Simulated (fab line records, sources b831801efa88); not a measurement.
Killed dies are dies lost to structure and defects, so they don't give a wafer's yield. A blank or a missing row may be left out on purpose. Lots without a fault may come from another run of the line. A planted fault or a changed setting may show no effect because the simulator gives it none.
A sampling plan put to the test | flow sky130 | one fab line, 48 faults that these records tell of, each judged on the records of the lots that it struck; 1 more is left out, because the records don't allow judging it
The plan is the line's own looks: the steps of the route at which a gauge or an inspection reads the wafer and doesn't change it. A look can be judged if struck wafers have a number there and the file gives its usual mean and standard deviation on fault-free wafers. Caught: at a look after the fault's first step, the mean of the struck wafers lies 4 or more of those standard deviations (sigma) from the usual mean. On the tool: the same test on the tool's own readings at the fault's steps. Another recipe on the struck wafers, or a record that is blank for them alone, also counts as caught.

THE FAULTS, as the simulator had put them in
1. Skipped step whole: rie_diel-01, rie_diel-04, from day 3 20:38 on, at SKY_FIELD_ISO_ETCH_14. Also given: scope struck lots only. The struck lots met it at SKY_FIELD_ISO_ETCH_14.
2. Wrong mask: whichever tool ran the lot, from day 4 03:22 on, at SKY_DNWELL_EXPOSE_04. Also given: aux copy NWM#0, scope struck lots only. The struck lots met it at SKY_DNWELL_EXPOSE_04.
3. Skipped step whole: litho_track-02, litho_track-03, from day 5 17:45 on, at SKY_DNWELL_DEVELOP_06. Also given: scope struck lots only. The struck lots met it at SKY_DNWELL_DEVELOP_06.
4. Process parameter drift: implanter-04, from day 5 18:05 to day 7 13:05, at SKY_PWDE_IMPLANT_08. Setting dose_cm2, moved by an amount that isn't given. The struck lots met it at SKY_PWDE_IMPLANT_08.
5. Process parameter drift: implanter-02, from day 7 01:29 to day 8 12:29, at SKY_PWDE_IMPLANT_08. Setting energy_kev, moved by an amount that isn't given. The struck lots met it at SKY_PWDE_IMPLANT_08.
6. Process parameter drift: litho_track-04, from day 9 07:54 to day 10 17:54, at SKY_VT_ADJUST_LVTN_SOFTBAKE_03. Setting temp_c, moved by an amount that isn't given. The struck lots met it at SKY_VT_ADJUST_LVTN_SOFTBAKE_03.
7. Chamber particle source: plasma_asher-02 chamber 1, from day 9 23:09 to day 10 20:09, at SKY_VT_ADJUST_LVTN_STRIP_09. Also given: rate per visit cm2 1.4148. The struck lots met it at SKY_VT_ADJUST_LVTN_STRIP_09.
8. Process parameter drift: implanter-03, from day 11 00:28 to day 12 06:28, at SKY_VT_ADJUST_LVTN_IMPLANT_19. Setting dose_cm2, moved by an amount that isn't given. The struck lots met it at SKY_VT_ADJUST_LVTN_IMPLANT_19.
9. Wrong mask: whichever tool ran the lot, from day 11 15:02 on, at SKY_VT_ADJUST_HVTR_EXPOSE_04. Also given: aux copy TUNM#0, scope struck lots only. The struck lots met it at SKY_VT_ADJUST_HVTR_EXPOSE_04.
10. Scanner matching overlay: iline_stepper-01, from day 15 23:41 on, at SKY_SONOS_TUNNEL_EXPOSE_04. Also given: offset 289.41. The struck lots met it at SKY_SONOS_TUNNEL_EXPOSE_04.
11. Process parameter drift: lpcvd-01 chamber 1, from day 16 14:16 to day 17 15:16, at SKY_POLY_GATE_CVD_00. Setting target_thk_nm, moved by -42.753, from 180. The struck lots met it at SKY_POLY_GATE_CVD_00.
12. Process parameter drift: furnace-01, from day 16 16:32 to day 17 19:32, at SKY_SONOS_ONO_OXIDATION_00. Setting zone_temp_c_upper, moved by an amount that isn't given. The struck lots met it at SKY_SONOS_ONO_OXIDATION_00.
13. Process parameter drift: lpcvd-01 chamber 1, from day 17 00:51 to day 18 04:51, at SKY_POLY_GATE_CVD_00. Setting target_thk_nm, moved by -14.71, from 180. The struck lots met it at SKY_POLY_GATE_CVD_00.
14. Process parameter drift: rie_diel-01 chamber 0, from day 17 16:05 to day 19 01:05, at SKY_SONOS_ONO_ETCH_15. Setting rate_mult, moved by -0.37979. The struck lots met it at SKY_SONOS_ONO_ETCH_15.
15. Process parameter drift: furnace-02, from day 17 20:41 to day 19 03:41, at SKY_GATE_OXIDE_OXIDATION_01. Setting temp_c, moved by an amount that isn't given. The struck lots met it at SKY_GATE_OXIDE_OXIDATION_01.
16. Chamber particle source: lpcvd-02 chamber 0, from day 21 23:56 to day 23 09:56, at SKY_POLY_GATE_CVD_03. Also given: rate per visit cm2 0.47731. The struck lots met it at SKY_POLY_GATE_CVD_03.
17. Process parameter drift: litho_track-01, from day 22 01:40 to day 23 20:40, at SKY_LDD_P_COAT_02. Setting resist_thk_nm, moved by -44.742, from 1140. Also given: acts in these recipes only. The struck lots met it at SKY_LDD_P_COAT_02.
18. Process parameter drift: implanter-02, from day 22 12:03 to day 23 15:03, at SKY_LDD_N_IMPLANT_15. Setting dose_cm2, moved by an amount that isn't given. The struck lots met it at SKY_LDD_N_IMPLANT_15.
19. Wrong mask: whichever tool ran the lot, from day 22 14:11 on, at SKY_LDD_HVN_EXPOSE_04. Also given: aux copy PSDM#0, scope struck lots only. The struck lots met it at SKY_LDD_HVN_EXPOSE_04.
20. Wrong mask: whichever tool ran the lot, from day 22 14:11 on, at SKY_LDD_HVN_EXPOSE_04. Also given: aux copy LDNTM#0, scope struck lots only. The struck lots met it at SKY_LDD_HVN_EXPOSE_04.
21. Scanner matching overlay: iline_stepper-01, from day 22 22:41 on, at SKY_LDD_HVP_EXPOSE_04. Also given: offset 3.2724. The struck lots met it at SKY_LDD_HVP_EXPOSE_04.
22. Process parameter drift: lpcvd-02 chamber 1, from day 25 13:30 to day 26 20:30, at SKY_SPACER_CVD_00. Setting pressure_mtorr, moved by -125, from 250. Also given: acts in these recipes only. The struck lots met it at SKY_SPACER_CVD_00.
23. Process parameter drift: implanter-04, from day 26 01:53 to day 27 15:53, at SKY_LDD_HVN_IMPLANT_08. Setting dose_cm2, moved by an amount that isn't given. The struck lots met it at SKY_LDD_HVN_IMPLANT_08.
24. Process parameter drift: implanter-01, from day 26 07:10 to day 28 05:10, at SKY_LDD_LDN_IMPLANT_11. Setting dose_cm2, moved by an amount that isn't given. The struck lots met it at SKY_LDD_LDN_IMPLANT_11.
25. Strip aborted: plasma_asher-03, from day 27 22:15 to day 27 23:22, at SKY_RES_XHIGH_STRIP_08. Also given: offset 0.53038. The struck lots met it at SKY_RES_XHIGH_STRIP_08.
26. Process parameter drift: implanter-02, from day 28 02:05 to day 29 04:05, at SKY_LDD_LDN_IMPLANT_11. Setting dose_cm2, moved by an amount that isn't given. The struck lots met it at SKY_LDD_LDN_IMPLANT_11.
27. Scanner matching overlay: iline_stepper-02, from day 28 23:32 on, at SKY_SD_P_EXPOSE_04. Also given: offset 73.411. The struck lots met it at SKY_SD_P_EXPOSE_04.
28. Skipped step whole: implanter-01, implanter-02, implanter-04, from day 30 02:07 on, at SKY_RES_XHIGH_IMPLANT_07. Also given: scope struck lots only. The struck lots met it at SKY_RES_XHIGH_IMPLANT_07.
29. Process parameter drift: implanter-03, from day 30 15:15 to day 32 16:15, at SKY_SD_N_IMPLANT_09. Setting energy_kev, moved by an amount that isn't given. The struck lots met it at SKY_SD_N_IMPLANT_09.
30. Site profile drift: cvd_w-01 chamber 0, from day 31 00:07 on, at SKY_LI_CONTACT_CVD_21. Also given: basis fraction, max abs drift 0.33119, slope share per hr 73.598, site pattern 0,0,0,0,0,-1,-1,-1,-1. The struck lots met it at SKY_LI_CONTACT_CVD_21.
31. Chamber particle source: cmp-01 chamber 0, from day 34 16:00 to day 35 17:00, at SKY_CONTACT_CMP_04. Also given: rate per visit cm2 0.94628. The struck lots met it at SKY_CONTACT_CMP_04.
32. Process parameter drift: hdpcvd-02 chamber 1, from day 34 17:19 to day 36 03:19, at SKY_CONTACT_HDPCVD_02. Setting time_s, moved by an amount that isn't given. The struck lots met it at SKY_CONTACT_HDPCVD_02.
33. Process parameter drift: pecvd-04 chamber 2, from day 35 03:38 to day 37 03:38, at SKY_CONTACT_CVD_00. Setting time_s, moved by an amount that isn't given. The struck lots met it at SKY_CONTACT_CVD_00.
34. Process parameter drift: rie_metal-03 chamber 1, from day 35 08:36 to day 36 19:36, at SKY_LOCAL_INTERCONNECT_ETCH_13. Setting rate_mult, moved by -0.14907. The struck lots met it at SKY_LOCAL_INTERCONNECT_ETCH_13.
35. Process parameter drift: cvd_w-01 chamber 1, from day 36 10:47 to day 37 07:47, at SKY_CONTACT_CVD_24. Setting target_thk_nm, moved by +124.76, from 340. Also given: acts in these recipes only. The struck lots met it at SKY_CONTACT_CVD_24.
36. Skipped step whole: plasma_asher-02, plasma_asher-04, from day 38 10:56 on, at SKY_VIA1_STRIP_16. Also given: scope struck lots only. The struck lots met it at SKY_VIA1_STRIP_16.
37. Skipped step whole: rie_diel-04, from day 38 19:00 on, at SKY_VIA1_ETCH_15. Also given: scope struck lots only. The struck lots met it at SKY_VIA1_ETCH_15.
38. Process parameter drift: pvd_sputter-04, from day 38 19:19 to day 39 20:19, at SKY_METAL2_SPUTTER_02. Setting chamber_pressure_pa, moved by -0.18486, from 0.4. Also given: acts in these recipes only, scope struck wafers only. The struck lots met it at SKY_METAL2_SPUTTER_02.
39. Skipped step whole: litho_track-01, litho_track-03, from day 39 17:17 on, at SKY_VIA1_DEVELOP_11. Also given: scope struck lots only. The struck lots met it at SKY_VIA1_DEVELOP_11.
40. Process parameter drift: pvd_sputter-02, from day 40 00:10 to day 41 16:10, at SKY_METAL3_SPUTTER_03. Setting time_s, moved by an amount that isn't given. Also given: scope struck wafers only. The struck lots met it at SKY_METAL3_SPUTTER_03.
41. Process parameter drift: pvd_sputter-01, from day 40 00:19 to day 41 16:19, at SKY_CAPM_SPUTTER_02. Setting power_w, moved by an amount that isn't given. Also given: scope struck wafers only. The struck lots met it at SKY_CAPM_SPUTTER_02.
42. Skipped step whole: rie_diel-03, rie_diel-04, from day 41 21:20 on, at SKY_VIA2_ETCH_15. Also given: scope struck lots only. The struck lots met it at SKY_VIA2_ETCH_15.
43. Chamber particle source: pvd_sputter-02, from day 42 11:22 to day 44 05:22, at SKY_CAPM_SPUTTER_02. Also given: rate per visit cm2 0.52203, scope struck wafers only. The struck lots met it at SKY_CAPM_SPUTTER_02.
44. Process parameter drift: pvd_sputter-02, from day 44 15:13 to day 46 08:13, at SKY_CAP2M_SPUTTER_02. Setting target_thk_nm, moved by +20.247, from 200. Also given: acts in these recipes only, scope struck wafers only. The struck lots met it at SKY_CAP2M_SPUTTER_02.
45. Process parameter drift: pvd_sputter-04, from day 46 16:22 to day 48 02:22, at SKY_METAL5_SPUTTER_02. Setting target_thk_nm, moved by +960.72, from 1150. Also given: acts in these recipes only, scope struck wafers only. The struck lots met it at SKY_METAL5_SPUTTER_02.
46. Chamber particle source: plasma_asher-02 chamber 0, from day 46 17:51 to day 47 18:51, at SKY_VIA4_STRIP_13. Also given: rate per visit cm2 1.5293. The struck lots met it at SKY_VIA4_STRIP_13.
47. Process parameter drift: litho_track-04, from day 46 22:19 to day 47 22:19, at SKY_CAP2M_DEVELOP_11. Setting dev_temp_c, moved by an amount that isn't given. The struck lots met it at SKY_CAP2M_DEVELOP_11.
48. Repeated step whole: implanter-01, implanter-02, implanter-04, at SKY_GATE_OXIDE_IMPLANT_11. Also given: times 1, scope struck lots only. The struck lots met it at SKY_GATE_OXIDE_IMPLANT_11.

WHAT THE PLAN SAW
fault | on the tool itself                               | first look that catches it                      | reading, sigma                                          | median hours from its first step to that look | hours from the fault's start to the first struck lot there | judged looks passed uncaught
1     | the tool's record is blank for the struck wafers | no look after it can be judged                  | -                                                       | -                                             | -                                                          | 0
2     | no reading that can be judged                    | SKY_DNWELL_TW_MEAS_09                           | DNWELL_TW -99 or beyond                                 | 9.1                                           | 13                                                         | 0
3     | the tool's record is blank for the struck wafers | SKY_DNWELL_TW_MEAS_09                           | DNWELL_TW -99 or beyond                                 | 0.8                                           | 4                                                          | 0
4     | dose_ions_cm2 +51 sigma                          | SKY_NWELL_RS_MEAS_31                            | PWDE_RS -12                                             | 40.6                                          | 45                                                         | 1
5     | beam_energy_keV -99 or beyond sigma              | SKY_PWDE_TW_MEAS_10                             | PWDE_TW -4.0                                            | 0.2                                           | 7                                                          | 0
6     | plate_temp_C -87 sigma                           | none of the 2 looks that can be judged after it | -                                                       | -                                             | -                                                          | 2
7     | under 2 sigma                                    | none of the 6 looks that can be judged after it | -                                                       | -                                             | -                                                          | 6
8     | dose_ions_cm2 -99 or beyond sigma                | SKY_VT_ADJUST_LVTN_TW_MEAS_21                   | VT_ADJUST_LVTN_2_TW -33                                 | 0.2                                           | 4                                                          | 0
9     | no reading that can be judged                    | SKY_VT_ADJUST_HVTR_TW_MEAS_11                   | VT_ADJUST_HVTR_TW -99 or beyond                         | 11.6                                          | 15                                                         | 0
10    | no reading that can be judged                    | SKY_SONOS_TUNNEL_OVL_MEAS_08                    | SONOS_TUNNEL_OVL +99 or beyond                          | 12.9                                          | 35                                                         | 0
11    | no reading that can be judged                    | SKY_POLY_GATE_THK_MEAS_01                       | POLY_GATE_CVD_00_THK -27                                | 1.2                                           | 5                                                          | 0
12    | spike_tc_upper_C +25 sigma                       | not the one look that can be judged after it    | -                                                       | -                                             | -                                                          | 1
13    | under 2 sigma                                    | SKY_POLY_GATE_THK_MEAS_01                       | POLY_GATE_CVD_00_THK -9.8                               | 1.2                                           | 16                                                         | 0
14    | oes_product_au -21 sigma                         | no look after it can be judged                  | -                                                       | -                                             | -                                                          | 0
15    | tube_center_temp_C -99 or beyond sigma           | SKY_GATE_OXIDE_THK_MEAS_02                      | GATE_OXIDE_OXIDATION_00_THK -10                         | 1.4                                           | 11                                                         | 0
16    | under 2 sigma                                    | no look after it can be judged                  | -                                                       | -                                             | -                                                          | 0
17    | no reading that can be judged                    | not the one look that can be judged after it    | -                                                       | -                                             | -                                                          | 1
18    | dose_ions_cm2 -99 or beyond sigma                | no look after it can be judged                  | -                                                       | -                                             | -                                                          | 0
19    | no reading that can be judged                    | SKY_LDD_HVN_TW_MEAS_10                          | LDD_HVN_TW -99 or beyond                                | 15.7                                          | 19                                                         | 0
20    | no reading that can be judged                    | SKY_LDD_HVN_TW_MEAS_10                          | LDD_HVN_TW -99 or beyond                                | 15.7                                          | 19                                                         | 0
21    | under 2 sigma                                    | not the one look that can be judged after it    | strongest: LDD_HVP_OVL at SKY_LDD_HVP_OVL_MEAS_07, +3.2 | -                                             | -                                                          | 1
22    | pressure_mtorr -99 or beyond sigma               | SKY_SPACER_THK_MEAS_01                          | SPACER_CVD_00_THK -22                                   | 1.2                                           | 6                                                          | 0
23    | dose_ions_cm2 -99 or beyond sigma                | SKY_LDD_HVN_TW_MEAS_10                          | LDD_HVN_TW -28                                          | 0.2                                           | 4                                                          | 0
24    | dose_ions_cm2 +99 or beyond sigma                | SKY_LDD_LDN_TW_MEAS_13                          | LDD_LDN_TW +4.8                                         | 0.2                                           | 19                                                         | 0
25    | oes_product_au +47 sigma                         | SKY_SD_N_TW_MEAS_12                             | SD_N_TW -99 or beyond                                   | 28.4                                          | 29                                                         | 0
26    | dose_ions_cm2 -99 or beyond sigma                | SKY_LDD_LDN_TW_MEAS_13                          | LDD_LDN_TW -6.4                                         | 0.2                                           | 3                                                          | 0
27    | under 2 sigma                                    | SKY_SD_P_OVL_MEAS_08                            | SD_P_OVL +46                                            | 13.4                                          | 15                                                         | 0
28    | the tool's record is blank for the struck wafers | SKY_RES_XHIGH_TW_MEAS_09                        | RES_XHIGH_TW -99 or beyond                              | 0.2                                           | 13                                                         | 0
29    | beam_energy_keV -99 or beyond sigma              | SKY_SD_N_TW_MEAS_12                             | SD_N_TW -5.0                                            | 0.4                                           | 2                                                          | 0
30    | under 2 sigma                                    | SKY_LI_CONTACT_RS_MEAS_22                       | LI_CONTACT_W_RS +18                                     | 0.1                                           | 14                                                         | 0
31    | under 2 sigma                                    | none of the 2 looks that can be judged after it | -                                                       | -                                             | -                                                          | 2
32    | run_length_s +8.0 sigma                          | SKY_CONTACT_THK_MEAS_03                         | CONTACT_HDPCVD_THK +5.2                                 | 0.1                                           | 10                                                         | 0
33    | under 2 sigma                                    | SKY_CONTACT_THK_MEAS_01                         | CONTACT_CVD_00_THK +8.8                                 | 0.1                                           | 35                                                         | 0
34    | under 2 sigma                                    | no look after it can be judged                  | -                                                       | -                                             | -                                                          | 0
35    | under 2 sigma                                    | SKY_CONTACT_RS_MEAS_25                          | CONTACT_W_RS -23                                        | 0.1                                           | 8                                                          | 0
36    | no reading that can be judged                    | no look after it can be judged                  | -                                                       | -                                             | -                                                          | 0
37    | the tool's record is blank for the struck wafers | no look after it can be judged                  | -                                                       | -                                             | -                                                          | 0
38    | chamber_pressure_pa -99 or beyond sigma          | SKY_METAL2_RS_MEAS_05                           | METAL2_ALCU_RS -14                                      | 0.1                                           | 4                                                          | 0
39    | no reading that can be judged                    | no look after it can be judged                  | -                                                       | -                                             | -                                                          | 0
40    | under 2 sigma                                    | no look after it can be judged                  | -                                                       | -                                             | -                                                          | 0
41    | cathode_dc_power_W +99 or beyond sigma           | SKY_CAPM_RS_MEAS_03                             | CAPM_TIN_RS -12                                         | 0.1                                           | 1                                                          | 0
42    | the tool's record is blank for the struck wafers | no look after it can be judged                  | -                                                       | -                                             | -                                                          | 0
43    | under 2 sigma                                    | not the one look that can be judged after it    | -                                                       | -                                             | -                                                          | 1
44    | under 2 sigma                                    | SKY_CAP2M_RS_MEAS_03                            | CAP2M_TIN_RS -6.4                                       | 0.1                                           | 8                                                          | 0
45    | under 2 sigma                                    | SKY_METAL5_RS_MEAS_05                           | METAL5_ALCU_RS -38                                      | 0.1                                           | 3                                                          | 0
46    | under 2 sigma                                    | none of the 4 looks that can be judged after it | -                                                       | -                                             | -                                                          | 4
47    | developer_temp_C +19 sigma                       | not the one look that can be judged after it    | -                                                       | -                                             | -                                                          | 1
48    | under 2 sigma                                    | SKY_GATE_OXIDE_TW_MEAS_14                       | GATE_OXIDE_TW +30                                       | 0.9                                           | -                                                          | 0
A dash: the fault isn't caught, or these records don't give the number.

Caught at a look: 29 of 48. Caught on the tool: 23 of 48. By one or the other: 37 of 48.
Caught on the tool alone: faults 1, 6, 12, 14, 18, 37, 42, 47.
Caught at a look alone: faults 2, 9, 10, 11, 13, 19, 20, 27, 30, 33, 35, 44, 45, 48.
Caught by neither: faults 7, 16, 17, 21, 31, 34, 36, 39, 40, 43, 46.

THINNER SAMPLING
If the look that catches a fault measured only every second or every third lot, by lot number, the first struck lot would be measured this late in the worst case:
fault | struck lots at that look, in order of time | every lot | every second lot | every third lot
2     | L455                                       | 13 h      | may miss it      | may miss it
3     | L822, L823, L824                           | 4 h       | 7 h              | 19 h
4     | L537, L540                                 | 45 h      | 64 h             | may miss all 2
5     | L841, L842                                 | 7 h       | 11 h             | may miss all 2
8     | L877, L879                                 | 4 h       | may miss all 2   | may miss all 2
9     | L726                                       | 15 h      | may miss it      | may miss it
10    | L667, L668, L670                           | 35 h      | 36 h             | may miss all 3
11    | L403                                       | 5 h       | may miss it      | may miss it
13    | L204                                       | 16 h      | may miss it      | may miss it
15    | L919, L920                                 | 11 h      | 31 h             | may miss all 2
19    | L791                                       | 19 h      | may miss it      | may miss it
20    | L240                                       | 19 h      | may miss it      | may miss it
22    | L756                                       | 6 h       | may miss it      | may miss it
23    | L306, L307                                 | 4 h       | 25 h             | may miss all 2
24    | L335, L337                                 | 19 h      | may miss all 2   | may miss all 2
25    | L921                                       | 29 h      | may miss it      | may miss it
26    | L513, L514                                 | 3 h       | 7 h              | may miss all 2
27    | L497, L498, L501                           | 15 h      | 33 h             | may miss all 3
28    | L696, L697, L698                           | 13 h      | 16 h             | 35 h
29    | L959, L960                                 | 2 h       | 28 h             | may miss all 2
30    | L335, L337, L339                           | 14 h      | may miss all 3   | 48 h
32    | L345                                       | 10 h      | may miss it      | may miss it
33    | L908                                       | 35 h      | may miss it      | may miss it
35    | L526                                       | 8 h       | may miss it      | may miss it
38    | L520, L521                                 | 4 h       | 6 h              | may miss all 2
41    | L524, L526                                 | 1 h       | may miss all 2   | may miss all 2
44    | L145                                       | 8 h       | may miss it      | may miss it
45    | L998, L999, L101                           | 3 h       | 9 h              | may miss all 3
Hours are from the fault's start to the first struck lot that is measured. The limit of 4 sigma was tested on all struck wafers together, so one lot alone may lie under it. Other struck lots may not be in these records.

THE LONGEST TIMED WAY FROM STEP TO LOOK
Fault 4: a median of 40.6 hours passes between SKY_PWDE_IMPLANT_08 and SKY_NWELL_RS_MEAS_31. The look between them that can be judged stayed within 4 sigma: SKY_PWDE_TW_MEAS_10.
